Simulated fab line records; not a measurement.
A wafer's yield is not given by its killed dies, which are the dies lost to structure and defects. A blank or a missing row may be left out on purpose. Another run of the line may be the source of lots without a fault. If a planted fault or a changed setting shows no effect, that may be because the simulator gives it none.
Matching of chambers    flow sky130    SKY_CONTACT_ETCH_17 on rieDiel-03: 4 sister chambers
The step etches SiO2 in C4F8/O2/Ar, stops on Si3N4, target depth 340 nm. 4 wafers are shown with their chamber, then 12 later ones without.

== EACH WAFER AND ITS CHAMBER ==
wafer   chamber  oesProductAu (a.u.)
L090.3  3        0.890
L090.4  0        0.898
L090.5  1        0.892
L090.6  2        0.886

== WAFERS WITHOUT THEIR CHAMBER ==
wafer   oesProductAu (a.u.)
L095.2  0.884
L095.4  0.894
L095.5  0.885
L096.4  0.888
L096.5  0.890
L096.6  0.889
L097.1  0.889
L097.2  0.899
L097.3  0.893
L097.4  0.882
L097.5  0.888
L097.6  0.891

== CHAMBER TAKEN BY EACH ==
wafer    from the rows above            in truth
L095.2   2                              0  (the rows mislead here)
L095.4   can't be placed: 1 or 0 or 3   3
L095.5   2                              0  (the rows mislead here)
L096.4   can't be placed: 2 or 3 or 1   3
L096.5   can't be placed: 3 or 1        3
L096.6   can't be placed: 3 or 1 or 2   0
L097.1   can't be placed: 3 or 1 or 2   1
L097.2   0                              0
L097.3   can't be placed: 1 or 3        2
L097.4   2                              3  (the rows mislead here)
L097.5   can't be placed: 2 or 3 or 1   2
L097.6   can't be placed: 1 or 3        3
Correctly placed: 1 of 12. Unplaceable from these rows: 8, with the true chamber sitting among the candidates in 6. Wrongly placed: 3.
How it was worked out, from the rows above alone: a wafer's distance from a chamber is the root of the sum, over the readings, of the square of ((its reading less the chamber's mean) divided by the reading's scatter). If the next closest chamber is less than 2 further off than the closest, the wafer can't be placed; otherwise it belongs to the closest. For every chamber, the mean is computed from those of its wafers that are shown. The scatter (one wafer shown for each chamber): square how far every hidden wafer sits from the nearest shown wafer, average those squares and take the square root.
